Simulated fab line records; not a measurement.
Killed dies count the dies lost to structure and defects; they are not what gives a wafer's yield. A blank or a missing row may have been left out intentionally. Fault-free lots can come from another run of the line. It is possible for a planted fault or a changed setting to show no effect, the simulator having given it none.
fab line records	flow sfqLine
record: lots: 5	wafers: 23
route steps=325 shown M2@99 I2@103 M3@122 I3@140 M4@153 I4@170 JJ@185
startH: start of the lot's first displayed wafer, in hours after the record's first day	waitH: how many hours have passed since the lot's step before this one	" identical to the entry in the row above	L1.1+2: a row that stands for several wafers	- value missing, or start not given	* or withheld: withheld	< > ~ a bound
route shown NAME@n: a module of which the file shows steps, and the number in the route of the first	usual: mean/standard deviation taken from wafers without a fault	same: alike in all rows	chamber/n: place in a boat	sites: per-site readings	_std_site: standard deviation across them	_edge_site: mean of outer sites minus mean of inner sites	radiusMm: for every site, how far away it sits from the centre of the wafer	mask NAME#n: copy n	behind: the tool/chamber that last shaped the wafer	hold: why the lot was held/for how many hours/how that ended	device: transistor that didn't switch, given as n, p or np	end of line: tests run on the same wafers once the route is complete	where a step has no rows: the recipe by itself	killed: count of dies lost to structure and defects at first sort (not the wafer's yield)	map: per-die view of a wafer (x killed, . not killed, _ where there is no die)
set.NAME: setting as actually run; set.NAME@STEP: the setting as run at that earlier step	model.NAME: the simulator's own value behind a step, which no gauge read
lots where settings were altered on purpose, with a table for each step and a row for each wafer
== steps ==
step: SFQ_TRILAYER_M2_BARC_OPEN_METAL_ETCH_077
recipe: maskMaterial: PR	chemistry: O2	targetDepthNm: 125	target: BARC	icpW: 600	biasW: 80	pressureMtorr: 10	timeS: 41.7
lot.wafer	tool	chamber	startH	waitH	set.icpW	model.KrF_of_TRILAYER_M2_LITHO_COAT_057.thkNm
L075.1+2	rieMetal-04	0,1	584.17	0.0	630.3	-
L075.3	"	1	"	"	630.3	520.2
L075.4	"	0	"	"	600	-
L075.5	"	1	"	"	600	521.5
L076.1+6	rieMetal-04	1,0	594.97	0.0	647.1	-
L076.2	"	0	"	"	600	526.5
L076.4	"	0	"	"	647.1	522.1
L076.5	"	1	"	"	600	-
L077.1	rieMetal-04	1	608.29	0.0	600	523.4
L077.2	"	0	"	"	600	523
L077.3	"	1	"	"	600	523.5
L077.4	"	0	"	"	600	523.8
L077.5	"	1	"	"	600	523.6
L082.2	rieMetal-03	1	691.93	0.0	669.6	514.7
L082.3	"	1	"	"	669.6	-
L082.4	"	0	"	"	600	-
L082.5	"	0	"	"	600	523
L082.6	"	1	"	"	669.6	514.4
L083.2	rieMetal-01	1	700.71	0.0	600	523
L083.3	"	0	"	"	600	525.9
L083.6	"	1	"	"	600	524.3
step: SFQ_TRILAYER_M2_ETCH_METAL_ETCH_060
recipe: target: Nb	stopOn: SiO2	maskMaterial: PR	chemistry: Cl2/Ar	targetDepthNm: 240	icpW: 600	biasW: 80	pressureMtorr: 10	timeS: 118.4
usual: oesProductAu: 0.902/0.0063
lot.wafer	tool	chamber	startH	waitH	set.timeS@TRILAYER_M2_DEP_SPUTTER_055	oesProductAu
L075.1	rieMetal-04	0	584.22	0.0	117	0.825
L075.2	"	1	"	"	117	0.831
L075.3	"	1	"	"	133.3	0.893
L075.4	"	0	"	"	117	0.823
L075.5	"	1	"	"	133.3	0.890
L076.1	rieMetal-04	1	595.02	0.0	122.3	0.858
L076.2	"	0	"	"	133.3	0.909
L076.4	"	0	"	"	133.3	0.899
L076.5	"	1	"	"	122.3	0.856
L076.6	"	0	"	"	122.3	0.868
L077.1	rieMetal-04	1	608.35	0.0	133.3	0.909
L077.2	"	0	"	"	133.3	0.905
L077.3	"	1	"	"	133.3	0.914
L077.4	"	0	"	"	133.3	0.897
L077.5	"	1	"	"	133.3	0.902
L082.2	rieMetal-03	1	691.98	0.0	133.3	0.904
L082.3	"	1	"	"	142.5	0.931
L082.4	"	0	"	"	142.5	0.942
L082.5	"	0	"	"	133.3	0.907
L082.6	"	1	"	"	133.3	0.908
L083.2	rieMetal-01	1	700.77	0.0	133.3	0.904
L083.3	"	0	"	"	133.3	0.905
L083.6	"	1	"	"	133.3	0.903
step: SFQ_TRILAYER_I2_DEP_PECVD_063
recipe: material: SiO2	tempC: 150	timeS: 111.11	pressureTorr: 2.4	rfW: 183.3	precursor: SiH4/N2O	targetThkNm: 500
lot.wafer	tool	chamber	startH	waitH	set.rfW	model.SiO2_of_TRILAYER_I2_DEP_PECVD_063.thkNm
L075.1	pecvd-01	0	585.12	0.0	161.9	484.1
L075.2	"	2	"	"	161.9	478.4
L075.3	"	1	"	"	183.3	498
L075.4	"	0	"	"	183.3	514
L075.5	"	2	"	"	183.3	505
L076.1	pecvd-01	1	595.94	0.0	183.3	494.4
L076.2	"	2	"	"	201.7	505.2
L076.4	"	1	"	"	183.3	505.4
L076.5	"	2	"	"	201.7	511
L076.6	"	0	"	"	201.7	522.7
L077.1	pecvd-01	2	609.25	0.0	162.8	474.7
L077.2	"	0	"	"	183.3	497
L077.3	"	1	"	"	162.8	479
L077.4	"	0	"	"	183.3	505.5
L077.5	"	2	"	"	162.8	481.7
L082.2	pecvd-03	0	692.90	0.0	183.3	489.5
L082.3	"	2	"	"	183.3	489.1
L082.4	"	2	"	"	183.3	500.2
L082.5	"	0	"	"	200.7	509.5
L082.6	"	1	"	"	200.7	518.6
L083.2	pecvd-03	2	701.67	0.0	183.3	491.4
L083.3	"	1	"	"	183.3	493.9
L083.6	"	1	"	"	183.3	501.7
step: SFQ_TRILAYER_I2_VIA_LITHO_COAT_072
recipe: resist: BARC	spinRpm: 3000	resistThkNm: 62
lot.wafer	tool	chamber	startH	waitH	set.spinRpm	model.BARC_of_TRILAYER_I2_VIA_LITHO_COAT_072.thkNm
L075.1	lithoTrack-04	0	589.52	1.0	3115	60.9
L075.2	"	0	"	"	3000	61.92
L075.3	"	0	"	"	3000	62.18
L075.4	"	0	"	"	3115	60.8
L075.5	"	0	"	"	3115	60.95
L076.1	lithoTrack-04	0	600.34	1.0	3000	61.58
L076.2	"	0	"	"	2911	62.63
L076.4+6	"	0	"	"	2911	62.75
L076.5	"	0	"	"	3000	61.92
L077.1	lithoTrack-02	0	613.70	1.0	2900	62.76
L077.2+5	"	0	"	"	2900	63.04
L077.3	"	0	"	"	3000	61.8
L077.4	"	0	"	"	3000	61.75
L082.2	lithoTrack-04	0	697.35	0.8	3083	61.08
L082.3	"	0	"	"	3083	61.09
L082.4	"	0	"	"	3000	61.95
L082.5	"	0	"	"	3083	61.29
L082.6	"	0	"	"	3000	62
L083.2	lithoTrack-01	0	706.12	0.8	3000	61.9
L083.3	"	0	"	"	3000	62.11
L083.6	"	0	"	"	3000	61.96
step: SFQ_TRILAYER_I2_VIA_LITHO_COAT_067
recipe: resist: KrF	spinRpm: 3000	resistThkNm: 637.5
step: SFQ_TRILAYER_I2_VIA_LITHO_SOFTBAKE_071
recipe: tempC: withheld	timeS: withheld	resist: KrF
step: SFQ_TRILAYER_I2_VIA_LITHO_DEVELOP_069
recipe: timeS: 60	resist: KrF
step: SFQ_TRILAYER_I2_VIA_BARC_OPEN_VIA_ETCH_096
recipe: maskMaterial: PR	chemistry: O2	targetDepthNm: 125	target: BARC	sourceW: 500	biasW: 80	pressureMtorr: 30	timeS: 41.7
lot.wafer	tool	chamber	startH	waitH	set.spinRpm@TRILAYER_I2_VIA_LITHO_COAT_072	model.etch.depthNm
L075.1+4	rieDiel-01	0,2	758.15	0.0	3115	-
L075.2	"	3	"	"	3000	-
L075.3	"	1	"	"	3000	62.18
L075.5	"	0	"	"	3115	60.95
L076.1+5	rieDiel-04	3	767.75	0.0	3000	-
L076.2+6	"	1,0	"	"	2911	-
L076.4	"	2	"	"	2911	62.75
L077.1+5	rieDiel-04	3,1	780.95	0.0	2900	-
L077.2	"	1	"	"	2900	63.04
L077.3	"	0	"	"	3000	61.8
L077.4	"	2	"	"	3000	-
L082.2+3	rieDiel-02	0,2	863.56	0.0	3083	-
L082.4	"	3	"	"	3000	-
L082.5	"	3	"	"	3083	61.29
L082.6	"	2	"	"	3000	62
L083.2	rieDiel-01	2	868.36	0.0	3000	61.9
L083.3	"	0	"	"	3000	62.11
L083.6	"	0	"	"	3000	61.96
step: SFQ_TRILAYER_M3_LITHO_COAT_080
recipe: resist: BARC	spinRpm: 3000	resistThkNm: 62
lot.wafer	tool	chamber	startH	waitH	set.spinRpm	model.BARC_of_TRILAYER_M3_LITHO_COAT_080.thkNm
L075.1	lithoTrack-04	0	759.38	0.1	3000	61.9
L075.2	"	0	"	"	3000	61.75
L075.3	"	0	"	"	3000	61.92
L075.4	"	0	"	"	3000	61.84
L075.5	"	0	"	"	3000	61.87
L076.1	lithoTrack-02	0	769.00	0.1	3000	62.27
L076.2	"	0	"	"	3157	60.57
L076.4	"	0	"	"	3157	60.59
L076.5	"	0	"	"	3157	60.71
L076.6	"	0	"	"	3000	62.16
L077.1	lithoTrack-03	0	782.18	0.1	3000	62.17
L077.2	"	0	"	"	3000	62.1
L077.3	"	0	"	"	3163	60.47
L077.4	"	0	"	"	3163	60.36
L077.5	"	0	"	"	3163	60.43
L082.2	lithoTrack-04	0	865.05	0.1	2796	64.45
L082.3+4	"	0	"	"	3000	61.99
L082.5	"	0	"	"	3000	61.86
L082.6	"	0	"	"	2796	64.14
L083.2	lithoTrack-02	0	869.83	0.1	3000	62.22
L083.3	"	0	"	"	3000	62.21
L083.6	"	0	"	"	3000	62.42
step: SFQ_TRILAYER_M3_BARC_OPEN_METAL_ETCH_100
recipe: maskMaterial: PR	chemistry: O2	targetDepthNm: 125	target: BARC	icpW: 600	biasW: 80	pressureMtorr: 10	timeS: 41.7
lot.wafer	tool	chamber	startH	waitH	set.pressureMtorr	set.spinRpm@TRILAYER_M3_LITHO_COAT_080	model.etch.depthNm
L075.1+2+4	rieMetal-02	1,0,0	762.19	0.0	10.48	3000	-
L075.3	"	1	"	"	10.48	3000	61.92
L075.5	"	1	"	"	10.48	3000	61.87
L076.1+6	rieMetal-03	1,0	771.28	0.0	11.3	3000	-
L076.2+5	"	0,1	"	"	11.3	3157	-
L076.4	"	0	"	"	11.3	3157	60.59
L077.1	rieMetal-02	1	784.47	0.0	9.347	3000	-
L077.2	"	0	"	"	9.347	3000	62.1
L077.3	"	0	"	"	9.347	3163	60.47
L077.4+5	"	1	"	"	9.347	3163	-
L082.2	rieMetal-02	0	884.84	0.0	10.8	2796	-
L082.3+4	"	0,1	"	"	10.8	3000	-
L082.5	"	0	"	"	10.8	3000	61.86
L082.6	"	1	"	"	10.8	2796	64.14
L083.2	rieMetal-03	1	886.06	0.0	10	3000	62.22
L083.3	"	1	"	"	10	3000	62.21
L083.6	"	1	"	"	10	3000	62.42
step: SFQ_TRILAYER_I3_VIA_LITHO_EXPOSE_086
recipe: maskId: I3	na: 0.6	sourceShape: conventional	sigmaOuter: 0.65	targetCdNm: 500	doseMj: 21.3
lot.wafer	tool	chamber	startH	waitH	mask	set.doseMj
L075.1+2+3+4+5	krfScanner-01	0	910.65	-	I3#0	21.3
L076.1+2+4+5+6	krfScanner-01	0	915.45	-	I3#0	21.3
L077.1+3	krfScanner-01	0	928.65	-	I3#0	21.3
L077.2+4+5	"	0	"	"	I3#0	19.99
L082.2+3+6	krfScanner-02	0	1036.08	-	I3#0	21.3
L082.4+5	"	0	"	"	I3#0	20.46
L083.2+3+6	krfScanner-02	0	1039.68	-	I3#0	21.3
step: SFQ_TRILAYER_I3_VIA_LITHO_PEB_088
recipe: pebTempC: 115	pebTimeS: 60	resist: KrF
step: SFQ_TRILAYER_I3_VIA_LITHO_DEVELOP_087
recipe: timeS: 60	resist: KrF
step: SFQ_TRILAYER_I3_VIA_BARC_OPEN_VIA_ETCH_121
recipe: maskMaterial: PR	chemistry: O2	targetDepthNm: 125	target: BARC	sourceW: 500	biasW: 80	pressureMtorr: 30	timeS: 41.7
lot.wafer	tool	chamber	startH	waitH	set.doseMj@TRILAYER_I3_VIA_LITHO_EXPOSE_086	model.I3.cdNm
L075.1	rieDiel-03	1	912.18	0.0	21.3	500.1
L075.2	"	2	"	"	21.3	499.5
L075.3	"	3	"	"	21.3	498.9
L075.4	"	3	"	"	21.3	500
L075.5	"	1	"	"	21.3	498.5
L076.1	rieDiel-01	2	916.98	0.0	21.3	500.8
L076.2	"	0	"	"	21.3	501.5
L076.4	"	0	"	"	21.3	499.7
L076.5	"	2	"	"	21.3	500.6
L076.6	"	1	"	"	21.3	501
L077.1	rieDiel-04	2	930.18	0.0	21.3	501.8
L077.2	"	3	"	"	19.99	492.6
L077.3	"	0	"	"	21.3	499.1
L077.4	"	1	"	"	19.99	491
L077.5	"	2	"	"	19.99	490.7
L082.2+6	rieDiel-04	3,0	1037.42	0.0	21.3	501.1
L082.3	"	0	"	"	21.3	502
L082.4	"	2	"	"	20.46	495
L082.5	"	3	"	"	20.46	493.5
L083.2	rieDiel-04	3	1041.02	0.0	21.3	500.1
L083.3	"	0	"	"	21.3	499.2
L083.6	"	1	"	"	21.3	499.8
step: SFQ_TRILAYER_I3_VIA_ETCH_VIA_ETCH_088
recipe: target: SiO2	stopOn: Nb	maskMaterial: PR	taperDeg: 20	chemistry: CHF3	targetDepthNm: 260	sourceW: 500	biasW: 80	pressureMtorr: 30	timeS: withheld
lot.wafer	tool	chamber	startH	waitH	set.doseMj@TRILAYER_I3_VIA_LITHO_EXPOSE_086	model.I3.cdNm
L075.1	rieDiel-03	1	912.22	0.0	21.3	499.9
L075.2	"	2	"	"	21.3	503.3
L075.3	"	3	"	"	21.3	497.9
L075.4	"	3	"	"	21.3	500.6
L075.5	"	1	"	"	21.3	499.1
L076.1	rieDiel-01	2	917.02	0.0	21.3	501.1
L076.2	"	0	"	"	21.3	504.4
L076.4	"	0	"	"	21.3	502.2
L076.5	"	2	"	"	21.3	502.3
L076.6	"	1	"	"	21.3	499.4
L077.1	rieDiel-04	2	930.22	0.0	21.3	500.4
L077.2	"	3	"	"	19.99	493.6
L077.3	"	0	"	"	21.3	498.8
L077.4	"	1	"	"	19.99	488
L077.5	"	2	"	"	19.99	487.5
L082.2	rieDiel-04	3	1037.46	0.0	21.3	501.1
L082.3	"	0	"	"	21.3	501.6
L082.4	"	2	"	"	20.46	493.5
L082.5	"	3	"	"	20.46	494.5
L082.6	"	0	"	"	21.3	501.2
L083.2	rieDiel-04	3	1041.06	0.0	21.3	500.9
L083.3	"	0	"	"	21.3	499.1
L083.6	"	1	"	"	21.3	496.9
step: SFQ_TRILAYER_M4_LITHO_COAT_093
recipe: resist: KrF	spinRpm: 3000	resistThkNm: 600
lot.wafer	tool	chamber	startH	waitH	set.resistThkNm	model.KrF_of_TRILAYER_M4_LITHO_COAT_093.thkNm
L075.1+3	lithoTrack-04	0	913.71	0.2	600	599.5
L075.2	"	0	"	"	600	599.6
L075.4	"	0	"	"	565	564.6
L075.5	"	0	"	"	565	566.7
L076.1	lithoTrack-04	0	918.51	0.2	572.6	573.3
L076.2	"	0	"	"	572.6	572.4
L076.4	"	0	"	"	600	601.2
L076.5	"	0	"	"	600	598.7
L076.6	"	0	"	"	572.6	572.1
L077.1	lithoTrack-01	0	931.71	0.2	600	599.9
L077.2	"	0	"	"	600	601.1
L077.3	"	0	"	"	600	601
L077.4	"	0	"	"	600	598
L077.5	"	0	"	"	600	599.4
L082.2	lithoTrack-01	0	1039.19	0.2	600	596.6
L082.3	"	0	"	"	600	598.7
L082.4+6	"	0	"	"	600	598.3
L082.5	"	0	"	"	600	598.5
L083.2	lithoTrack-04	0	1042.79	0.2	600	603
L083.3	"	0	"	"	600	604.8
L083.6	"	0	"	"	600	603.2
step: SFQ_TRILAYER_M4_LITHO_PEB_096
recipe: pebTempC: 115	pebTimeS: 60	resist: KrF
lot.wafer	tool	chamber	startH	waitH	set.pebTempC
L075.1+2+3+4+5	lithoTrack-04	0	1045.48	1.0	115
L076.1+4	lithoTrack-03	0	1052.68	1.0	111.7
L076.2+5+6	"	0	"	"	115
L077.1+4+5	lithoTrack-04	0	1068.28	1.0	115
L077.2+3	"	0	"	"	113.5
L082.2+3+4+5+6	lithoTrack-03	0	1162.28	0.8	115
L083.2+3+6	lithoTrack-03	0	1165.88	0.8	115
step: SFQ_TRILAYER_M4_LITHO_DEVELOP_095
recipe: timeS: 60	resist: KrF
step: SFQ_TRILAYER_M4_BARC_OPEN_METAL_ETCH_123
recipe: maskMaterial: PR	chemistry: O2	targetDepthNm: 125	target: BARC	icpW: 600	biasW: 78.85	pressureMtorr: 10	timeS: 41.7
lot.wafer	tool	chamber	startH	waitH	set.pebTempC@TRILAYER_M4_LITHO_PEB_096	model.M4.cdNm
L075.1	rieMetal-01	1	1045.82	0.0	115	498.6
L075.2	"	0	"	"	115	500.4
L075.3	"	0	"	"	115	500.5
L075.4	"	1	"	"	115	498
L075.5	"	1	"	"	115	499.3
L076.1	rieMetal-03	0	1053.02	0.0	111.7	565.6
L076.2	"	1	"	"	115	498.4
L076.4	"	0	"	"	111.7	568.2
L076.5	"	1	"	"	115	497
L076.6	"	0	"	"	115	497.5
L077.1	rieMetal-01	1	1068.62	0.0	115	501.7
L077.2	"	0	"	"	113.5	530.5
L077.3	"	1	"	"	113.5	529.9
L077.4	"	0	"	"	115	502.4
L077.5	"	0	"	"	115	502.3
L082.2+6	rieMetal-03	1,0	1162.59	0.0	115	497.8
L082.3	"	1	"	"	115	498.4
L082.4	"	0	"	"	115	499.5
L082.5	"	1	"	"	115	497.6
L083.2	rieMetal-03	0	1166.19	0.0	115	500.5
L083.3	"	0	"	"	115	499.8
L083.6	"	1	"	"	115	499.6
step: SFQ_TRILAYER_M4_ETCH_METAL_ETCH_096
recipe: target: Nb	stopOn: SiO2	maskMaterial: PR	chemistry: Cl2/Ar	targetDepthNm: 240	icpW: 600	biasW: 80	pressureMtorr: 10	timeS: 120
lot.wafer	tool	chamber	startH	waitH	set.biasW	set.resistThkNm@TRILAYER_M4_LITHO_COAT_093	model.KrF_of_TRILAYER_M4_LITHO_COAT_093.thkNm
L075.1	rieMetal-01	1	1045.88	0.0	80	600	377.9
L075.2	"	0	"	"	80	600	380.7
L075.3	"	0	"	"	77.27	600	382.6
L075.4	"	1	"	"	77.27	565	345.4
L075.5	"	1	"	"	77.27	565	347.8
L076.1	rieMetal-03	0	1053.08	0.0	80	572.6	349.5
L076.2	"	1	"	"	80	572.6	349.6
L076.4	"	0	"	"	80	600	378.6
L076.5	"	1	"	"	80	600	375.5
L076.6	"	0	"	"	80	572.6	351.3
L077.1	rieMetal-01	1	1068.68	0.0	75.75	600	381.9
L077.2	"	0	"	"	75.75	600	386.7
L077.3	"	1	"	"	80	600	379.8
L077.4	"	0	"	"	75.75	600	384.2
L077.5	"	0	"	"	80	600	382.1
L082.2	rieMetal-03	1	1162.65	0.0	80	600	373.1
L082.3	"	1	"	"	87.98	600	369.9
L082.4	"	0	"	"	80	600	377
L082.5	"	1	"	"	87.98	600	369.3
L082.6	"	0	"	"	87.98	600	370.6
L083.2	rieMetal-03	0	1166.25	0.0	80	600	384
L083.3	"	0	"	"	80	600	385.7
L083.6	"	1	"	"	80	600	382
step: SFQ_TRILAYER_I4_VIA_LITHO_EXPOSE_104
recipe: maskId: I4	na: 0.6	sourceShape: conventional	sigmaOuter: 0.65	targetCdNm: 700	doseMj: 21.3
lot.wafer	tool	chamber	startH	waitH	mask	set.doseMj
L075.1+4+5	krfScanner-01	0	1175.45	-	I4#0	20.77
L075.2+3	"	0	"	"	I4#0	21.3
L076.1+2+4+5+6	krfScanner-02	0	1180.38	-	I4#0	21.3
L077.1+3+4	krfScanner-02	0	1203.18	-	I4#0	22.58
L077.2+5	"	0	"	"	I4#0	21.3
L082.2+3	krfScanner-02	0	1292.83	-	I4#0	21.3
L082.4+5+6	"	0	"	"	I4#0	22.01
L083.2+3+6	krfScanner-02	0	1296.43	-	I4#0	21.3
step: SFQ_TRILAYER_I4_VIA_LITHO_PEB_106
recipe: pebTempC: 115	pebTimeS: 60	resist: KrF
step: SFQ_TRILAYER_I4_VIA_LITHO_DEVELOP_105
recipe: timeS: 60	resist: KrF
step: SFQ_TRILAYER_I4_VIA_BARC_OPEN_VIA_ETCH_146
recipe: maskMaterial: PR	chemistry: O2	targetDepthNm: 125	target: BARC	sourceW: 500	biasW: 80	pressureMtorr: 30	timeS: 41.7
lot.wafer	tool	chamber	startH	waitH	set.doseMj@TRILAYER_I4_VIA_LITHO_EXPOSE_104	model.I4.cdNm
L075.1	rieDiel-03	0	1176.99	0.0	20.77	694.2
L075.2	"	1	"	"	21.3	699.4
L075.3	"	3	"	"	21.3	700.1
L075.4	"	2	"	"	20.77	694.4
L075.5	"	3	"	"	20.77	694.8
L076.1	rieDiel-03	2	1181.92	0.0	21.3	699.5
L076.2	"	3	"	"	21.3	700.4
L076.4	"	1	"	"	21.3	702.9
L076.5+6	"	0,3	"	"	21.3	702
L077.1	rieDiel-03	0	1204.72	0.0	22.58	711.7
L077.2	"	1	"	"	21.3	703.6
L077.3	"	2	"	"	22.58	711
L077.4	"	3	"	"	22.58	713.4
L077.5	"	0	"	"	21.3	702.3
L082.2	rieDiel-04	0	1294.16	0.0	21.3	700.4
L082.3	"	3	"	"	21.3	701
L082.4	"	1	"	"	22.01	703.3
L082.5	"	3	"	"	22.01	706.3
L082.6	"	2	"	"	22.01	706.6
L083.2	rieDiel-03	1	1297.76	0.0	21.3	701.5
L083.3	"	3	"	"	21.3	701.1
L083.6	"	0	"	"	21.3	700.7
step: SFQ_TRILAYER_JJ_CE_LITHO_COAT_119
recipe: resist: BARC	spinRpm: 3000	resistThkNm: 62
lot.wafer	tool	chamber	startH	waitH	set.resistThkNm	model.BARC_of_TRILAYER_JJ_CE_LITHO_COAT_119.thkNm
L075.1	lithoTrack-02	0	1179.30	0.1	62	61.71
L075.2	"	0	"	"	62	62.1
L075.3	"	0	"	"	62	61.86
L075.4	"	0	"	"	62	61.73
L075.5	"	0	"	"	62	61.98
L076.1	lithoTrack-02	0	1184.23	0.1	65.53	65.76
L076.2	"	0	"	"	65.53	65.62
L076.4	"	0	"	"	65.53	65.5
L076.5	"	0	"	"	62	62.02
L076.6	"	0	"	"	62	62.22
L077.1	lithoTrack-04	0	1207.03	0.1	59.66	59.62
L077.2	"	0	"	"	59.66	59.56
L077.3	"	0	"	"	62	61.9
L077.4	"	0	"	"	62	61.8
L077.5	"	0	"	"	62	61.88
L082.2	lithoTrack-03	0	1296.53	0.1	62.97	62.92
L082.3	"	0	"	"	62	62.03
L082.4	"	0	"	"	62	61.93
L082.5	"	0	"	"	62.97	63.13
L082.6	"	0	"	"	62	62.1
L083.2	lithoTrack-03	0	1300.13	0.1	62	61.54
L083.3	"	0	"	"	62	61.66
L083.6	"	0	"	"	62	61.61
== key ==
split: step: SFQ_TRILAYER_M2_BARC_OPEN_METAL_ETCH_077	setting: icpW	stated: 600	by: wafer
response: step: SFQ_TRILAYER_M2_BARC_OPEN_METAL_ETCH_077	reading: model.KrF_of_TRILAYER_M2_LITHO_COAT_057.thkNm	change: -0.641	per: 1%	r: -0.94
split: step: SFQ_TRILAYER_I2_DEP_PECVD_063	setting: rfW	stated: 183.3	by: wafer
response: step: SFQ_TRILAYER_I2_DEP_PECVD_063	reading: model.SiO2_of_TRILAYER_I2_DEP_PECVD_063.thkNm	change: +1.93	per: 1%	r: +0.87
split: step: SFQ_TRILAYER_I2_VIA_LITHO_COAT_072	setting: spinRpm	stated: 3000	by: wafer
response: step: SFQ_TRILAYER_I2_VIA_LITHO_COAT_072	reading: model.BARC_of_TRILAYER_I2_VIA_LITHO_COAT_072.thkNm	change: -0.32	per: 1%	r: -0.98
response: step: SFQ_TRILAYER_I2_VIA_BARC_OPEN_VIA_ETCH_096	reading: model.etch.depthNm	change: -0.324	per: 1%	r: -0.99
split: step: SFQ_TRILAYER_M3_LITHO_COAT_080	setting: spinRpm	stated: 3000	by: wafer
response: step: SFQ_TRILAYER_M3_LITHO_COAT_080	reading: model.BARC_of_TRILAYER_M3_LITHO_COAT_080.thkNm	change: -0.326	per: 1%	r: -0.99
response: step: SFQ_TRILAYER_M3_BARC_OPEN_METAL_ETCH_100	reading: model.etch.depthNm	change: -0.321	per: 1%	r: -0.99
split: step: SFQ_TRILAYER_M3_BARC_OPEN_METAL_ETCH_100	setting: pressureMtorr	stated: 10	by: lot
response none clear
split: step: SFQ_TRILAYER_I3_VIA_LITHO_EXPOSE_086	setting: doseMj	stated: 21.3	by: wafer
response: step: SFQ_TRILAYER_I3_VIA_BARC_OPEN_VIA_ETCH_121	reading: model.I3.cdNm	change: +1.56	per: 1%	r: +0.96
response: step: SFQ_TRILAYER_I3_VIA_ETCH_VIA_ETCH_088	reading: model.I3.cdNm	change: +1.67	per: 1%	r: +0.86
split: step: SFQ_TRILAYER_M4_LITHO_COAT_093	setting: resistThkNm	stated: 600	by: wafer
response: step: SFQ_TRILAYER_M4_LITHO_COAT_093	reading: model.KrF_of_TRILAYER_M4_LITHO_COAT_093.thkNm	change: +5.88	per: 1%	r: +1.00
response: step: SFQ_TRILAYER_M4_ETCH_METAL_ETCH_096	reading: model.KrF_of_TRILAYER_M4_LITHO_COAT_093.thkNm	change: +5.83	per: 1%	r: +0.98
split: step: SFQ_TRILAYER_M4_LITHO_PEB_096	setting: pebTempC	stated: 115	by: wafer
response: step: SFQ_TRILAYER_M4_BARC_OPEN_METAL_ETCH_123	reading: model.M4.cdNm	change: -23.7	per: 1%	r: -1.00
split: step: SFQ_TRILAYER_M4_ETCH_METAL_ETCH_096	setting: biasW	stated: 80	by: wafer
response none clear
split: step: SFQ_TRILAYER_I4_VIA_LITHO_EXPOSE_104	setting: doseMj	stated: 21.3	by: wafer
response: step: SFQ_TRILAYER_I4_VIA_BARC_OPEN_VIA_ETCH_146	reading: model.I4.cdNm	change: +1.56	per: 1%	r: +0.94
split: step: SFQ_TRILAYER_JJ_CE_LITHO_COAT_119	setting: resistThkNm	stated: 62	by: wafer
response: step: SFQ_TRILAYER_JJ_CE_LITHO_COAT_119	reading: model.BARC_of_TRILAYER_JJ_CE_LITHO_COAT_119.thkNm	change: +0.613	per: 1%	r: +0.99
split outsideThisFile step=SFQ_TRILAYER_M2_DEP_SPUTTER_055 setting=timeS
split outsideThisFile: this setting was split too, and the file shows its column; the key of that split is in another file
